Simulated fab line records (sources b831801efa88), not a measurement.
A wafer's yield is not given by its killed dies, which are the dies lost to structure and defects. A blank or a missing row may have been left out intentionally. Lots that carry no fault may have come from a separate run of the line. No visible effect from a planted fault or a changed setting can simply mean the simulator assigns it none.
Problem report in the 8D (eight disciplines) form, filled by code | flow sfq_line | the parts of the form that need people (team, actions taken, sign-off) are left out

1. THE ISSUE
Mean of rf_fwd_power_W at SFQ_TRILAYER_M2_BARC_OPEN_METAL_ETCH_077: 835.7 W across 5 wafers in 2 lots; on wafers with no fault it is 592.6 W (standard deviation 2.8). Measured from the usual mean, that is +87 standard deviations.
The step: etches BARC in O2, target depth 125 nm, time 41.7 s.
Seen first at day 37 03:27 on rie_metal-01, wafer L775.3. The record has a number at this step for 42 wafers belonging to 14 lots. Rule for "out" (also "out of limits"): further than 4 standard deviations from the usual mean. All remaining wafers that have a number are taken as sound.

2. WHAT THIS IS AND IS NOT
question                    | is                                     | is not
which readings at this step | rf_fwd_power_W                         | drypump_motor_current_A, oes_product_au
which lots                  | L775, L778                             | L757, L759, L763, L764, L765, L766, L768, L769, L770, L771, L772, L779
which wafers of those lots  | L775.3, L775.6, L778.2, L778.3, L778.5 | L775.5
read on which tools         | rie_metal-01                           | rie_metal-02, rie_metal-04
when                        | from day 37 03:27                      | up to then (34 sound wafers); but 3 sound wafers of L779 came after

3. WHAT RULES OUT EACH SUSPECT
Counting: a tool at a process step up to the reading stays a suspect if it ran every lot that is out. Sound lots after the first of them don't rule it out here, since some wafers of a struck lot are sound.
- rie_metal-01 at SFQ_TRILAYER_M2_BARC_OPEN_METAL_ETCH_077 (etches BARC in O2, target depth 125 nm, time 41.7 s): kept. It ran every lot that is out, first L775 (day 37 03:27); its last sound lot up to then is L772 (day 36 21:26). Its own rf_fwd_power_W readings are out on those wafers.
- The sound lot-mates ran in chamber 0 of rie_metal-01 at SFQ_TRILAYER_M2_BARC_OPEN_METAL_ETCH_077, but the wafers that are out ran in chamber 1.
After counting, what remains is rie_metal-01 at SFQ_TRILAYER_M2_BARC_OPEN_METAL_ETCH_077.

4. THE CAUSE (what the simulator had put in)
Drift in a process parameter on rie_metal-01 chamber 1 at SFQ_TRILAYER_M2_BARC_OPEN_METAL_ETCH_077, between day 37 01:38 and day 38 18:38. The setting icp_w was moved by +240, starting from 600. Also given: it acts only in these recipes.
Counting left only this tool.

5. SEQUENCE OF EFFECTS, ordered by route
One row per reading whose mean, taken over the struck wafers that have a number, lies over 3 standard deviations from the usual. Only readings whose record carries a usual standard deviation are examined. hours: median over the lots of the time between each lot's start at the first step of this table that gives one and its start at this step. sigmas: the change, counted in usual standard deviations.
hours | step                                     | reading        | usual   | on struck wafers | change | sigmas
0     | SFQ_TRILAYER_M2_BARC_OPEN_METAL_ETCH_077 | rf_fwd_power_W | 592.6 W | 835.7            | +243.1 | +87
Its process steps:
- SFQ_TRILAYER_M2_BARC_OPEN_METAL_ETCH_077: etches BARC in O2, target depth 125 nm, time 41.7 s.
Later measuring or inspecting steps at which every struck wafer that the step has a row for has a number for every such reading, and none has moved that far: SFQ_I7_OVL_MEAS_947.

6. WHAT WOULD HAVE CAUGHT IT SOONER
In this record the first reading out of limits was taken at day 37 03:27, 2 hours after the fault began at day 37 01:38.
